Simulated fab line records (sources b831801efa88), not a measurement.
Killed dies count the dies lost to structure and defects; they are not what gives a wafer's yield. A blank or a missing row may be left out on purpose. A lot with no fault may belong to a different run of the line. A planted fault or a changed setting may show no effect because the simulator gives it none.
A lot that was struck, set against a sound lot :: flow gf180mcu :: 27 out of 602 route steps
Sound: wafers L241.3, L241.5, L241.6. Wafers struck: L251.1, L251.3, L251.5. The cause is given at the end.
Each step with rows lists, per side, the tool, then ch with its chambers, then its first start. Under that, the readings that differ: sound wafers :: struck wafers :: difference of the means :: sigmas: that difference in standard deviations of wafers without a fault.
alike: words and numbers the same on both sides, and readings whose means are apart by under 2 such deviations; not compared: readings that were withheld, readings missing a value for some wafer, numbers with overlapping values and no deviation given by the record, and bounds like >300 which may hide the same value.
The two part at a step that has a row with sigmas, a row that says differs or no value, or rows on one side only. Numbers that have no deviation but don't overlap get no sigmas and don't part them. A reading missing from all wafers of one side parts the sides only when that side holds two or more wafers.

GF_LVPWELL_STRIP_10: strips in O2/N2.
  sound on plasma asher-01 ch 0,1, day 4 13:58; struck on plasma asher-04 ch 0,1, day 6 20:59
  alike: chamber pressure mTorr, drypump motor current A, heater power w, oes product au, strip time to endpoint s
  not compared: rf hours counter h
GF_LVPWELL_TW_MEAS_11:
  sound: film metro-02 at day 4 14:03; struck: film metro-04 at day 6 21:05
reading: LVPWELL_TW
sound: 568 565 569
struck: 551 551 552
difference: -16
sigmas: -2
then, 7 steps without rows for these wafers: GF_MVSD_DEHYDRATE_00 (time 60 s); GF_MVSD_HMDS_01 (prime time 60 s); GF_MVSD_COAT_02 (resist thk 3000 nm); GF_MVSD_SOFTBAKE_03; GF_MVSD_EXPOSE_04 (exposes mask MVSD, target cd 1000 nm); GF_MVSD_PEB_05; GF_MVSD_DEVELOP_06 (develop time 60 s).
GF_MVSD_OVL_MEAS_07:
  sound: overlay-02 at day 5 03:06; struck: overlay-02 at day 7 12:22
  alike: MVSD_OVL
then, 2 steps without rows for these wafers: GF_MVSD_IMPLANT_08; GF_MVSD_IMPLANT_09.
GF_MVSD_STRIP_10: strips in O2/N2.
  sound on plasma asher-03 ch 0,1, day 5 03:28; struck on plasma asher-03 ch 0,1, day 7 12:42
  no value came back on the struck wafers for any of 5 readings (chamber pressure mTorr (mTorr), drypump motor current A (A) and others); on the sound wafers chamber pressure mTorr (mTorr) reads 1498.9 1498.5 1499.9
reading: model.coat_of_MVSD_COAT_02.thk nm (nm)
sound: 0 0 0
struck: 2992 2982 2982
difference: +2985
sigmas: 
  not compared: rf hours counter h
GF_MVSD_TW_MEAS_11:
  sound: film metro-01 at day 5 03:33; struck: film metro-01 at day 7 12:48
  alike: MVSD_TW
then, 7 steps without rows for these wafers: GF_MVPSD_DEHYDRATE_00 (time 60 s); GF_MVPSD_HMDS_01 (prime time 60 s); GF_MVPSD_COAT_02 (resist thk 3000 nm); GF_MVPSD_SOFTBAKE_03; GF_MVPSD_EXPOSE_04 (exposes mask MVPSD, target cd 1000 nm); GF_MVPSD_PEB_05; GF_MVPSD_DEVELOP_06 (develop time 60 s).
GF_MVPSD_OVL_MEAS_07:
  sound: overlay-01 at day 5 17:28; struck: overlay-01 at day 8 05:01
  alike: MVPSD_OVL
then, 2 steps without rows for these wafers: GF_MVPSD_IMPLANT_08; GF_MVPSD_IMPLANT_09.
GF_MVPSD_STRIP_10: strips in O2/N2.
  sound on plasma asher-02 ch 0,1, day 5 17:50; struck on plasma asher-04 ch 0,1, day 8 05:22
reading: oes product au (a.u.)
sound: 0.722 0.729 0.723
struck: 0.736 0.736 0.737
difference: +0.012
sigmas: +3

reading: strip time to endpoint s (s)
sound: 37.03 36.90 37.02
struck: 81.02 80.90 81.10
difference: +44.02
sigmas: +99 or more
  alike: chamber pressure mTorr, drypump motor current A, heater power w
  not compared: rf hours counter h
GF_MVPSD_TW_MEAS_11:
  sound: film metro-02 at day 5 17:55; struck: film metro-04 at day 8 05:28
reading: MVPSD_TW
sound: 560 558 555
struck: 30 30 30
difference: -528
sigmas: -78
then, 1 step without rows for these wafers: GF_VT_IMPLANT_DEHYDRATE_00 (time 60 s).

## WHERE THEY PART
First at GF_LVPWELL_TW_MEAS_11; last, within this record, at GF_MVPSD_TW_MEAS_11.

WHY: what the simulator had put in
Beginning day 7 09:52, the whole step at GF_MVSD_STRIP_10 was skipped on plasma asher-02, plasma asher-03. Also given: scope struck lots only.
